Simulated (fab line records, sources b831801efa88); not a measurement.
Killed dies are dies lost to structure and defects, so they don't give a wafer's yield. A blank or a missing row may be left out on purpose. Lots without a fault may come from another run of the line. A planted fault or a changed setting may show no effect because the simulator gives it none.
fab line records | flow sky130
record lots=5 wafers=15 last_day=50
route steps=708 shown LDD_HVP@281 LDD_LDN@289 SPACER@304 POLY_CUT@307 SD_P@320 RES_XHIGH@341 PAD_OPEN@708
lots that met no fault: from a run of the same line without faults
start_h: hours from the record's first day to the start of the lot's first wafer shown | wait_h: hours since the lot's step before | " the same as in the row above | L1.1+2: a row that stands for several wafers | - no value, or no start given | * or withheld: withheld | < > ~ a bound
route shown NAME@n: a module of which the file shows steps, and the number in the route of the first | usual: mean/standard deviation of fault-free wafers | same: alike in all rows | chamber/n: place in a boat | sites: the reading at each site | _std_site: their standard deviation | _edge_site: outer sites' mean less inner sites' | radius_mm: how far each site lies from the wafer's centre | mask NAME#n: copy n | behind: the tool/chamber that last shaped the wafer | hold: why the lot was held/for how many hours/how that ended | device: the transistor (n, p or np) that didn't switch | end of line: the same wafers' tests at the end of the route | a step without rows: its recipe alone | killed: dies lost to structure and defects at the first sort, not the wafer's yield | map: a wafer's dies, x killed, . not, _ none there
set.NAME: the setting as run; set.NAME@STEP: as run at that earlier step | model.NAME: the simulator's own value behind a step, which no gauge read
lots at some steps of the route; a table a step, a row a wafer
services: from which hour (start_h, from the record's first day; less than 0 if before it) a tool's chamber was out of use, for how many hours, and why
## steps
# step SKY_LDD_HVP_SOFTBAKE_03
# recipe temp_c=90 time_s=60 resist=NOVOLAK
# step SKY_LDD_HVP_EXPOSE_04
# recipe mask_id=HVPTM na=0.6 source_shape=conventional sigma_outer=0.6 polarization=unpolarized target_cd_nm=700 dose_mj=86
# step SKY_LDD_HVP_PEB_05
# recipe temp_c=withheld time_s=* resist=NOVOLAK
# step SKY_LDD_HVP_DEVELOP_06
# recipe resist=NOVOLAK developer=TMAH develop_time_s=60 dev_temp_c=23
# step SKY_LDD_HVP_OVL_MEAS_07
# usual LDD_HVP_OVL=0.2/1.5
# columns lot.wafer tool chamber start_h wait_h LDD_HVP_OVL[nm]
L347.2 overlay-01 - 594.02 0.1 -0.7
L347.5 " - " " -0.4
L347.6 " - " " 0.1
L349.3 overlay-02 - 616.07 0.1 1.3
L349.5 " - " " 0.7
L349.6 " - " " 1.4
L352.1 overlay-01 - 636.36 0.1 -1.0
L352.5 " - " " 0.9
L352.6 " - " " -1.6
L354.1 overlay-01 - 659.66 0.1 1.9
L354.3 " - " " 2.0
L354.4 " - " " 0.2
L359.3 overlay-02 - 683.92 0.1 0.8
L359.5 " - " " -0.3
L359.6 " - " " -1.8
# step SKY_LDD_HVP_IMPLANT_08
# recipe species=B energy_kev=20 dose_cm2=1.7e+13 tilt_deg=17.9
# step SKY_LDD_HVP_STRIP_09
# recipe chemistry=O2/N2 power_w=1400 pressure_mtorr=1500 platen_temp_c=withheld o2_flow_sccm=3000 n2_flow_sccm=300 overash_fraction=0.5
# usual drypump_motor_current_A=5.6/0.45 n2_flow_sccm=300.0/0.84 oes_product_au=0.409/0.0046 strip_time_to_endpoint_s=4.133/0.015
# columns lot.wafer tool chamber start_h wait_h drypump_motor_current_A n2_flow_sccm oes_product_au rf_hours_counter_h strip_time_to_endpoint_s
L347.2 plasma_asher-04 0 594.20 0.1 5.1 301.5 0.411 90 4.129
L347.5 " 1 " " 5.7 300.2 0.406 - 4.116
L347.6 " 0 " " 5.1 300.6 0.406 - 4.114
L349.3 plasma_asher-03 0 616.28 0.1 6.5 300.0 0.408 - 4.122
L349.5 " 0 " " 6.5 300.7 0.411 - 4.146
L349.6 " 1 " " 5.0 299.4 0.408 - 4.126
L352.1 plasma_asher-03 1 636.55 0.1 5.0 299.6 0.414 21 4.168
L352.5 " 0 " " 6.5 300.7 0.408 - 4.162
L352.6 " 1 " " 5.0 302.1 0.411 - 4.143
L354.1 plasma_asher-04 0 659.85 0.1 5.1 299.6 0.411 98 4.139
L354.3 " 0 " " 5.1 299.6 0.413 - 4.138
L354.4 " 1 " " 5.7 299.2 0.406 - 4.153
L359.3 plasma_asher-03 1 684.13 0.1 5.0 300.8 0.407 - 4.128
L359.5 " 0 " " 6.5 299.8 0.406 - 4.117
L359.6 " 1 " " 5.0 301.5 0.406 - 4.121
# step SKY_LDD_HVP_TW_MEAS_10
# usual LDD_HVP_TW=457/9.1
# columns lot.wafer tool chamber start_h wait_h LDD_HVP_TW
L347.2 film_metro-04 - 594.31 0.1 448
L347.5 " - " " 448
L347.6 " - " " 449
L349.3 film_metro-04 - 616.37 0.1 445
L349.5 " - " " 445
L349.6 " - " " 445
L352.1 film_metro-01 - 636.65 0.1 468
L352.5 " - " " 468
L352.6 " - " " 466
L354.1 film_metro-01 - 659.95 0.1 467
L354.3 " - " " 467
L354.4 " - " " 467
L359.3 film_metro-03 - 684.22 0.1 456
L359.5 " - " " 455
L359.6 " - " " 457
# step SKY_LDD_LDN_DEHYDRATE_00
# recipe temp_c=200 time_s=60
# step SKY_LDD_LDN_HMDS_01
# recipe prime_time_s=60 prime_temp_c=120
# step SKY_LDD_LDN_COAT_02
# recipe resist=NOVOLAK spin_rpm=3000 resist_thk_nm=1140
# step SKY_LDD_LDN_SOFTBAKE_03
# recipe temp_c=90 time_s=60 resist=NOVOLAK
# step SKY_LDD_LDN_EXPOSE_04
# recipe mask_id=LDNTM na=0.6 source_shape=conventional sigma_outer=0.6 polarization=unpolarized target_cd_nm=700 dose_mj=140
# usual exposure_dose_mJ_cm2=139.98/0.15
# columns lot.wafer tool chamber start_h wait_h mask exposure_dose_mJ_cm2
L347.2 iline_stepper-01 0 608.96 - LDNTM#0 140.13
L347.5 " 0 " " LDNTM#0 140.37
L347.6 " 0 " " LDNTM#0 140.12
L349.3 iline_stepper-02 0 630.62 - URPM#0 140.07
L349.5 " 0 " " URPM#0 139.73
L349.6 " 0 " " URPM#0 139.89
L352.1 iline_stepper-01 0 650.78 - LDNTM#0 139.89
L352.5 " 0 " " LDNTM#0 139.94
L352.6 " 0 " " LDNTM#0 139.98
L354.1 iline_stepper-02 0 675.22 - LDNTM#0 139.79
L354.3 " 0 " " LDNTM#0 139.83
L354.4 " 0 " " LDNTM#0 139.99
L359.3 iline_stepper-02 0 698.46 - LDNTM#0 139.61
L359.5 " 0 " " LDNTM#0 140.04
L359.6 " 0 " " LDNTM#0 139.95
# step SKY_LDD_LDN_PEB_05
# recipe temp_c=withheld time_s=* resist=NOVOLAK
# step SKY_LDD_LDN_DEVELOP_06
# recipe resist=NOVOLAK developer=TMAH develop_time_s=60 dev_temp_c=23
# step SKY_LDD_LDN_OVL_MEAS_07
# usual LDD_LDN_OVL=0.4/1.5
# columns lot.wafer tool chamber start_h wait_h LDD_LDN_OVL[nm]
L347.2 overlay-02 - 622.82 0.1 0.0
L347.5 " - " " -1.0
L347.6 " - " " 0.1
L349.3 overlay-02 - 645.01 0.1 -
L349.5 " - " " -
L349.6 " - " " -
L352.1 overlay-01 - 665.34 0.1 2.8
L352.5 " - " " 0.6
L352.6 " - " " 1.6
L354.1 overlay-02 - 688.09 0.1 1.3
L354.3 " - " " 0.9
L354.4 " - " " 0.6
L359.3 overlay-01 - 711.85 0.1 1.7
L359.5 " - " " 1.7
L359.6 " - " " -0.1
# step SKY_LDD_LDN_IMPLANT_08
# recipe species=As energy_kev=15 dose_cm2=1.25e+13 tilt_deg=withheld rotation_deg=23
# step SKY_LDD_LDN_IMPLANT_09
# recipe species=As energy_kev=15 dose_cm2=1.25e+13 tilt_deg=withheld rotation_deg=113
# step SKY_LDD_LDN_IMPLANT_10
# recipe species=As energy_kev=15 dose_cm2=1.25e+13 tilt_deg=withheld rotation_deg=203
# step SKY_LDD_LDN_IMPLANT_11
# recipe species=As energy_kev=15 dose_cm2=1.25e+13 tilt_deg=withheld rotation_deg=293
# step SKY_LDD_LDN_STRIP_12
# recipe chemistry=O2/N2 power_w=1400 pressure_mtorr=1500 platen_temp_c=withheld o2_flow_sccm=3000 n2_flow_sccm=300 overash_fraction=0.5
# usual drypump_motor_current_A=5.6/0.51 n2_flow_sccm=300.0/0.89 oes_product_au=0.715/0.0047 strip_time_to_endpoint_s=14.18/0.038
# columns lot.wafer tool chamber start_h wait_h drypump_motor_current_A n2_flow_sccm oes_product_au rf_hours_counter_h strip_time_to_endpoint_s
L347.2 plasma_asher-04 0 623.45 0.1 5.1 298.9 0.708 93 14.22
L347.5 " 1 " " 5.7 299.7 0.701 - 14.16
L347.6 " 0 " " 5.1 300.2 0.719 - 14.26
L349.3 plasma_asher-01 0 645.66 0.1 5.8 298.9 0.712 - 14.13
L349.5 " 1 " " 5.5 299.7 0.715 - 14.15
L349.6 " 0 " " 5.8 299.3 0.718 - 14.16
L352.1 plasma_asher-03 1 665.97 0.1 5.0 299.6 0.720 24 14.17
L352.5 " 0 " " 6.5 300.5 0.714 - 14.17
L352.6 " 1 " " 5.0 300.5 0.711 - 14.18
L354.1 plasma_asher-01 1 688.72 0.1 5.5 300.3 0.709 56 14.21
L354.3 " 0 " " 5.8 300.4 0.721 - 14.20
L354.4 " 1 " " 5.5 300.4 0.718 - 14.21
L359.3 plasma_asher-04 0 712.51 0.1 5.1 300.6 0.719 - 14.14
L359.5 " 1 " " 5.7 301.0 0.711 - 14.15
L359.6 " 0 " " 5.1 300.8 0.717 - 14.17
# step SKY_LDD_LDN_TW_MEAS_13
# usual LDD_LDN_TW=1488/18
# columns lot.wafer tool chamber start_h wait_h LDD_LDN_TW
L347.2 film_metro-02 - 623.56 0.1 1484
L347.5 " - " " 1479
L347.6 " - " " 1483
L349.3 film_metro-03 - 645.75 0.1 30
L349.5 " - " " 30
L349.6 " - " " 30
L352.1 film_metro-03 - 666.07 0.1 1481
L352.5 " - " " 1473
L352.6 " - " " 1484
L354.1 film_metro-02 - 688.82 0.1 1466
L354.3 " - " " 1478
L354.4 " - " " 1474
L359.3 film_metro-03 - 712.59 0.1 1488
L359.5 " - " " 1481
L359.6 " - " " 1494
# step SKY_LDD_LDN_CLEAN_14
# recipe chemistry=SC1/SC2 mix=1:4:20 temp_c=70 time_s=150 dry=n2_spin
# step SKY_SPACER_CVD_00
# recipe material=Si3N4 precursor=DCS/NH3 target_thk_nm=43.1 temp_c=770 time_s=740 pressure_mtorr=250
# step SKY_SPACER_THK_MEAS_01
# recipe reads=Si3N4_of_SPACER_CVD_00
# usual SPACER_CVD_00_THK=43.0/0.45
# columns lot.wafer tool chamber start_h wait_h SPACER_CVD_00_THK[nm]
L347.2 film_metro-04 - 625.22 0.0 42.2
L347.5 " - " " 42.2
L347.6 " - " " 42.3
L349.3 film_metro-04 - 648.55 0.0 42.0
L349.5 " - " " 42.2
L349.6 " - " " 42.1
L352.1 film_metro-02 - 669.04 0.0 43.1
L352.5 " - " " 43.1
L352.6 " - " " 43.2
L354.1 film_metro-04 - 690.66 0.0 43.2
L354.3 " - " " 43.5
L354.4 " - " " 43.6
L359.3 film_metro-03 - 714.35 0.0 43.3
L359.5 " - " " 43.6
L359.6 " - " " 42.9
# step SKY_SPACER_ETCHBACK_02
# recipe chemistry=CH3F/O2 target=Si3N4 stop_on=SiO2 source_w=400 bias_w=80 pressure_mtorr=25 ch3f_flow_sccm=40 O2_flow_sccm=30 time_s=46.7 target_depth_a=450
# usual drypump_motor_current_A=5.83/0.3 oes_product_au=0.854/0.0071 rf_fwd_power_W=396.5/1.6 throttle_valve_pct=10.562/0.0096
# columns lot.wafer tool chamber start_h wait_h drypump_motor_current_A oes_product_au rf_fwd_power_W rf_hours_counter_h throttle_valve_pct
L347.2 rie_diel-02 0 625.27 0.0 5.47 0.841 395.9 3 10.555
L347.5 " 0 " " 5.46 0.844 395.6 - 10.553
L347.6 " 2 " " 6.16 0.847 395.9 - 10.543
L349.3 rie_diel-01 2 648.59 0.0 5.92 0.846 395.3 3 10.566
L349.5 " 2 " " 5.91 0.850 393.9 - 10.552
L349.6 " 1 " " 6.21 0.848 394.6 - 10.551
L352.1 rie_diel-04 3 669.10 0.1 5.61 0.857 398.2 4 10.554
L352.5 " 0 " " 6.14 0.858 396.5 - 10.565
L352.6 " 3 " " 5.61 0.859 397.7 - 10.557
L354.1 rie_diel-02 0 690.72 0.1 5.46 0.859 395.7 4 10.563
L354.3 " 3 " " 6.04 0.863 399.3 17 10.571
L354.4 " 2 " " 6.15 0.865 399.0 9 10.564
L359.3 rie_diel-04 1 714.39 0.0 6.16 0.865 399.0 1 10.567
L359.5 " 1 " " 6.14 0.865 398.9 - 10.569
L359.6 " 2 " " 5.36 0.856 396.7 - 10.555
# step SKY_POLY_CUT_DEHYDRATE_00
# recipe temp_c=200 time_s=60
# step SKY_POLY_CUT_HMDS_01
# recipe prime_time_s=60 prime_temp_c=120
# step SKY_POLY_CUT_COAT_02
# recipe resist=BARC temp_c=withheld time_s=withheld spin_rpm=3000 resist_thk_nm=60
# step SKY_POLY_CUT_COAT_03
# recipe resist=KrF-thick spin_rpm=3000 resist_thk_nm=450
# step SKY_POLY_CUT_SOFTBAKE_04
# recipe temp_c=100 time_s=90 resist=KrF-thick
# step SKY_POLY_CUT_EXPOSE_05
# recipe mask_id=NPCM na=0.8 source_shape=annular sigma_inner=0.55 sigma_outer=0.85 target_cd_nm=270 dose_mj=32
# step SKY_POLY_CUT_PEB_06
# recipe peb_temp_c=withheld peb_time_s=withheld resist=KrF-thick
# step SKY_POLY_CUT_DEVELOP_07
# recipe develop_time_s=60 resist=KrF-thick dev_temp_c=21
# step SKY_POLY_CUT_CD_MEAS_08
# recipe target_cd_nm=270
# usual cd_nm=270.4/1.6
# columns lot.wafer tool chamber start_h wait_h cd_nm
L347.2 cd_sem-02 - 654.16 - 273.1
L347.5 " - " " 272.5
L347.6 " - " " 272.2
L349.3 cd_sem-01 - 677.14 - 270.1
L349.5 " - " " 269.4
L349.6 " - " " 269.6
L352.1 cd_sem-02 - 696.89 - 270.0
L352.5 " - " " 269.8
L352.6 " - " " 269.0
L354.1 cd_sem-01 - 718.09 - 269.5
L354.3 " - " " 270.0
L354.4 " - " " 269.8
L359.3 cd_sem-01 - 741.92 - 268.5
L359.5 " - " " 270.5
L359.6 " - " " 269.9
# step SKY_POLY_CUT_OVL_MEAS_09
# usual POLY_CUT_OVL=0/5.1
# columns lot.wafer tool chamber start_h wait_h POLY_CUT_OVL[nm]
L347.2 overlay-01 - 654.26 0.1 6
L347.5 " - " " 4
L347.6 " - " " 5
L349.3 overlay-02 - 677.23 0.1 -1
L349.5 " - " " -9
L349.6 " - " " 4
L352.1 overlay-02 - 697.01 0.1 -1
L352.5 " - " " 0
L352.6 " - " " -6
L354.1 overlay-02 - 718.21 0.1 -5
L354.3 " - " " 2
L354.4 " - " " 9
L359.3 overlay-02 - 742.02 0.1 1
L359.5 " - " " -1
L359.6 " - " " -6
# step SKY_POLY_CUT_ETCH_10
# recipe chemistry=N2/H2 target=BARC ion_energy_ev=200 source_w=500 bias_w=100 pressure_mtorr=30 n2_flow_sccm=100 h2_flow_sccm=200 stop_on=SiO2 time_s=45.9 target_depth_a=600
# usual drypump_motor_current_A=5.75/0.3 n2_flow_sccm=100.0/0.31 oes_product_au=0.854/0.0045 rf_fwd_power_W=495.4/2.3 throttle_valve_pct=13.226/0.0088
# columns lot.wafer tool chamber start_h wait_h drypump_motor_current_A n2_flow_sccm oes_product_au rf_fwd_power_W rf_hours_counter_h throttle_valve_pct
L347.2 rie_diel-03 2 654.29 0.0 5.33 100.7 0.856 494.4 17 13.235
L347.5 " 3 " " 5.75 99.6 0.854 492.8 - 13.221
L347.6 " 2 " " 5.33 100.1 0.855 496.6 - 13.220
L349.3 rie_diel-03 0 677.25 0.0 5.97 99.7 0.848 494.3 7 13.231
L349.5 " 2 " " 5.35 99.8 0.855 498.6 - 13.237
L349.6 " 3 " " 5.76 100.0 0.855 490.5 - 13.230
L352.1 rie_diel-03 2 697.04 0.0 5.33 100.0 0.852 494.1 18 13.237
L352.5 " 1 " " 5.57 99.6 0.855 494.6 - 13.218
L352.6 " 2 " " 5.32 100.0 0.853 496.7 - 13.227
L354.1 rie_diel-04 2 718.24 0.0 5.37 100.0 0.856 496.5 16 13.231
L354.3 " 0 " " 6.15 100.5 0.849 496.7 35 13.231
L354.4 " 3 " " 5.63 99.7 0.853 498.5 4 13.221
L359.3 rie_diel-03 2 742.04 0.0 5.37 100.2 0.859 494.3 19 13.217
L359.5 " 2 " " 5.33 100.2 0.858 495.5 - 13.227
L359.6 " 1 " " 5.56 100.2 0.855 494.6 - 13.226
# step SKY_POLY_CUT_ETCH_11
# recipe target=Si3N4 chemistry=CF4/CH2F2/Ar stop_on=poly-Si source_w=600 bias_w=150 pressure_mtorr=40 cf4_flow_sccm=40 ch2f2_flow_sccm=20 Ar_flow_sccm=150 time_s=42.5 target_depth_a=600
# usual ch2f2_flow_sccm=20.00/0.062 drypump_motor_current_A=5.74/0.29 oes_product_au=0.828/0.0067 rf_fwd_power_W=593.8/2.7 throttle_valve_pct=14.994/0.0082
# columns lot.wafer tool chamber start_h wait_h ch2f2_flow_sccm drypump_motor_current_A oes_product_au rf_fwd_power_W rf_hours_counter_h throttle_valve_pct
L347.2 rie_diel-03 2 654.33 0.0 19.96 5.32 0.818 594.9 17 14.998
L347.5 " 3 " " 19.94 5.78 0.829 590.5 - 14.993
L347.6 " 2 " " 19.87 5.33 0.830 595.9 - 14.992
L349.3 rie_diel-03 0 677.29 0.0 20.00 6.00 0.818 596.7 7 14.997
L349.5 " 2 " " 20.03 5.34 0.826 596.1 - 14.999
L349.6 " 3 " " 19.98 5.75 0.820 590.7 - 14.985
L352.1 rie_diel-03 2 697.08 0.0 19.97 5.32 0.826 594.9 18 14.987
L352.5 " 1 " " 19.90 5.54 0.832 593.1 - 14.994
L352.6 " 2 " " 20.06 5.30 0.830 593.6 - 14.990
L354.1 rie_diel-04 2 718.28 0.0 19.96 5.37 0.824 593.6 16 14.984
L354.3 " 0 " " 19.98 6.11 0.821 593.4 35 14.987
L354.4 " 3 " " 20.06 5.62 0.823 595.9 4 14.989
L359.3 rie_diel-03 2 742.08 0.0 19.97 5.34 0.827 591.2 19 14.987
L359.5 " 2 " " 19.90 5.33 0.828 591.4 - 14.981
L359.6 " 1 " " 19.99 5.55 0.830 592.0 - 15.000
# step SKY_POLY_CUT_STRIP_12
# recipe chemistry=O2/N2 power_w=1400 pressure_mtorr=1500 platen_temp_c=withheld o2_flow_sccm=3000 n2_flow_sccm=300 overash_fraction=0.5
# step SKY_SD_P_DEHYDRATE_00
# recipe temp_c=200 time_s=60
# step SKY_SD_P_HMDS_01
# recipe prime_time_s=60 prime_temp_c=120
# step SKY_SD_P_COAT_02
# recipe resist=NOVOLAK spin_rpm=3000 resist_thk_nm=1140
# step SKY_RES_XHIGH_TW_MEAS_09
# usual RES_XHIGH_TW=1656/33
# columns lot.wafer tool chamber start_h wait_h RES_XHIGH_TW
L347.2 film_metro-01 - 711.66 0.1 1682
L347.5 " - " " 1680
L347.6 " - " " 1682
L349.3 film_metro-01 - 732.80 0.1 1962
L349.5 " - " " 1975
L349.6 " - " " 1980
L352.1 film_metro-02 - 753.35 0.1 1624
L352.5 " - " " 1636
L352.6 " - " " 1630
L354.1 film_metro-04 - 772.46 0.1 1617
L354.3 " - " " 1609
L354.4 " - " " 1604
L359.3 film_metro-01 - 797.10 0.1 1676
L359.5 " - " " 1680
L359.6 " - " " 1694
# step SKY_PAD_OPEN_PROBE_99
# usual killed_at_M0_to_M3=44/6.9 killed_at_M4_up=3.3/1.8 killed_at_contacts=24/5 killed_at_front_end=16/4.6 killed_at_other=0.2/0.42 killed_dies=88/9.2 killed_on_rim=17/3.5 killed_open=48/7.3 killed_short=40/6.5
# same gross_dies=492 killed_at_back_side=0
# columns lot.wafer tool chamber start_h wait_h killed_at_M0_to_M3 killed_at_M4_up killed_at_contacts killed_at_front_end killed_at_other killed_dies killed_on_rim killed_open killed_short
L347.2 prober-02 - 1141.67 0.1 39 4 31 16 0 90 16 56 34
L347.5 prober-02 - 1141.82 0.2 51 2 25 10 0 88 17 54 34
L347.6 prober-02 - 1141.87 0.2 42 2 22 12 0 78 11 47 31
L349.3 prober-02 - 1157.37 0.2 50 4 26 412 0 492 96 54 35
L349.5 prober-02 - 1157.47 0.2 43 4 23 422 0 492 96 45 39
L349.6 prober-02 - 1157.52 0.2 44 3 32 413 0 492 96 56 44
L352.1 prober-01 - 1170.17 0.1 51 3 26 16 0 96 19 51 44
L352.5 prober-01 - 1170.37 0.2 51 4 25 8 1 89 14 44 44
L352.6 prober-01 - 1170.42 0.2 53 4 27 16 0 100 22 56 44
# killed by level:class
L347.2 CONTACT:geometric_particle:open=12 VIA1:geometric_particle:open=11 FIELD_ISO:geometric_particle:open=7 LI_CONTACT:geometric_particle:open=6 LOCAL_INTERCONNECT:geometric_particle:short=5 VIA3:geometric_particle:open=5 VIA1:geometric_particle:short=5 VIA2:geometric_particle:open=5
L347.5 CONTACT:geometric_particle:open=12 VIA1:geometric_particle:open=12 VIA3:geometric_particle:open=10 METAL2:geometric_particle:short=8 METAL1:geometric_particle:short=6 LI_CONTACT:geometric_particle:open=5 VIA2:geometric_particle:short=5 VIA2:geometric_particle:open=5
L347.6 VIA1:geometric_particle:open=13 CONTACT:geometric_particle:open=11 METAL2:geometric_particle:short=5 VIA2:geometric_particle:open=5 VIA3:geometric_particle:open=5 LI_CONTACT:geometric_particle:open=4 VIA1:geometric_particle:short=4 POLY_GATE:geometric_particle:open=3
L349.3 LDD_LDN:area_expose=403 CONTACT:geometric_particle:open=12 VIA1:geometric_particle:open=11 VIA3:geometric_particle:open=9 VIA2:geometric_particle:open=6 CONTACT:geometric_particle:short=6 METAL3:geometric_particle:short=5 FIELD_ISO:geometric_particle:short=4
L349.5 LDD_LDN:area_expose=408 VIA3:geometric_particle:open=9 LI_CONTACT:geometric_particle:open=8 CONTACT:geometric_particle:open=7 CONTACT:geometric_particle:short=6 METAL3:geometric_particle:short=6 VIA1:geometric_particle:open=6 POLY_GATE:geometric_particle:short=5
L349.6 LDD_LDN:area_expose=392 CONTACT:geometric_particle:open=12 LI_CONTACT:geometric_particle:open=11 VIA1:geometric_particle:open=10 METAL2:geometric_particle:short=8 VIA2:geometric_particle:open=7 FIELD_ISO:geometric_particle:short=6 POLY_GATE:geometric_particle:short=6
L352.1 VIA2:geometric_particle:open=14 LOCAL_INTERCONNECT:geometric_particle:short=10 CONTACT:geometric_particle:open=8 VIA1:geometric_particle:open=7 POLY_GATE:geometric_particle:open=5 VIA3:geometric_particle:open=5 VIA1:geometric_particle:short=5 METAL2:geometric_particle:short=4
L352.5 CONTACT:geometric_particle:open=13 METAL2:geometric_particle:short=10 VIA1:geometric_particle:open=8 VIA3:geometric_particle:open=8 LI_CONTACT:geometric_particle:open=5 VIA2:geometric_particle:open=5 VIA3:geometric_particle:short=5 CONTACT:geometric_particle:short=4
L352.6 CONTACT:geometric_particle:open=17 METAL2:geometric_particle:short=10 METAL1:geometric_particle:short=8 VIA1:geometric_particle:open=8 VIA3:geometric_particle:open=7 VIA2:geometric_particle:open=6 POLY_GATE:geometric_particle:open=5 LOCAL_INTERCONNECT:geometric_particle:short=5
# map L349.3 (x killed, . not)
__________xxxxxxxxxx_________
________xxxxxxxxxxxxxx_______
______xxxxxxxxxxxxxxxxxx_____
_____xxxxxxxxxxxxxxxxxxxx____
____xxxxxxxxxxxxxxxxxxxxxx___
___xxxxxxxxxxxxxxxxxxxxxxxx__
__xxxxxxxxxxxxxxxxxxxxxxxxxx_
_xxxxxxxxxxxxxxxxxxxxxxxxxxxx
_xxxxxxxxxxxxxxxxxxxxxxxxxxxx
_xxxxxxxxxxxxxxxxxxxxxxxxxxxx
_xxxxxxxxxxxxxxxxxxxxxxxxxxxx
_xxxxxxxxxxxxxxxxxxxxxxxxxxxx
_xxxxxxxxxxxxxxxxxxxxxxxxxxxx
_xxxxxxxxxxxxxxxxxxxxxxxxxxxx
_xxxxxxxxxxxxxxxxxxxxxxxxxxxx
__xxxxxxxxxxxxxxxxxxxxxxxxxx_
___xxxxxxxxxxxxxxxxxxxxxxxx__
____xxxxxxxxxxxxxxxxxxxxxx___
_____xxxxxxxxxxxxxxxxxxxx____
______xxxxxxxxxxxxxxxxxx_____
________xxxxxxxxxxxxxx_______
__________xxxxxxxxxx_________
# map L354.3 (x killed, . not)
__________.......x.._________
________.xxx.......xx._______
______x....x......x....._____
_____.xx..xxx...........x____
____.............x........___
___........x.....x..x.x....__
__.x.................x.xxx.x_
_.x.x........xxx.xx..x....x..
_x...........................
_........x.................x.
_......x.......x.....x..x.x..
_..........x.....x.x.....x..x
_...x......xx..x..x..........
_..x....xx...x.x.....x....x..
_............x....x......x...
__x.x...........x..........._
___....xx...x.x...x........__
____......................___
_____...xx............x..____
______.x.x......x....xx._____
________.......x.....x_______
__________....x....._________
## services
# columns tool chamber start_h hours kind
rie_diel-04 - 570.58 0.9 repair
rie_diel-02 - 575.27 14.6 pm
iline_stepper-01 - 577.63 1.7 pm
plasma_asher-04 - 577.74 1.3 repair
plasma_asher-04 - 606.64 2.8 pm
rie_diel-02 1 611.98 6.3 repair
plasma_asher-01 - 614.40 28.1 pm
rie_diel-02 3 637.25 7.1 repair
rie_diel-04 3 640.94 5.3 repair
rie_diel-04 1 646.26 - clean
rie_diel-04 1 646.26 21.5 scheduled_down
rie_diel-04 1 646.26 21.5 vent_cycle
rie_diel-02 1 646.52 9.0 repair
rie_diel-02 0 656.18 6.8 repair
plasma_asher-01 - 671.51 0.3 repair
rie_diel-02 0 676.72 12.1 repair
rie_diel-01 - 682.59 1.8 repair
rie_diel-04 2 686.13 2.0 repair
iline_stepper-02 0 691.91 - calibration
iline_stepper-02 - 693.13 1.7 pm
iline_stepper-01 - 718.54 11.3 repair
plasma_asher-04 - 733.75 9.0 pm
plasma_asher-04 0 733.75 9.0 vent_cycle
plasma_asher-04 1 733.75 9.0 vent_cycle
## key
first_sign step=SKY_LDD_LDN_EXPOSE_04 reading=mask direction=changed
effect step=SKY_LDD_LDN_OVL_MEAS_07 reading=LDD_LDN_OVL direction=missing
effect step=SKY_LDD_LDN_TW_MEAS_13 reading=LDD_LDN_TW direction=down sigmas=81 usual=1488 struck=30
effect step=SKY_RES_XHIGH_TW_MEAS_09 reading=RES_XHIGH_TW direction=up sigmas=9.7 usual=1656 struck=1972
effect step=SKY_PAD_OPEN_PROBE_99 reading=killed_at_front_end direction=up sigmas=87 usual=16 struck=416
more_kills_born_at SKY_LDD_LDN_EXPOSE_04@iline_stepper-02=1203
met_at SKY_LDD_LDN_EXPOSE_04
struck_wafers L349.3,L349.5,L349.6
tester_left_out L349
fault kind=wrong_mask tool=any chamber=- onset_h=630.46 steps=SKY_LDD_LDN_EXPOSE_04 aux_copy=URPM#0 scope=struck_lots_only
# tester_left_out: of these lots the tester's yield and bins aren't shown, on N5 and GAA mostly nor the transistor test; their killed dies are dies lost to structure and defects alone, not to doping, threshold or leakage, so they don't give the yield
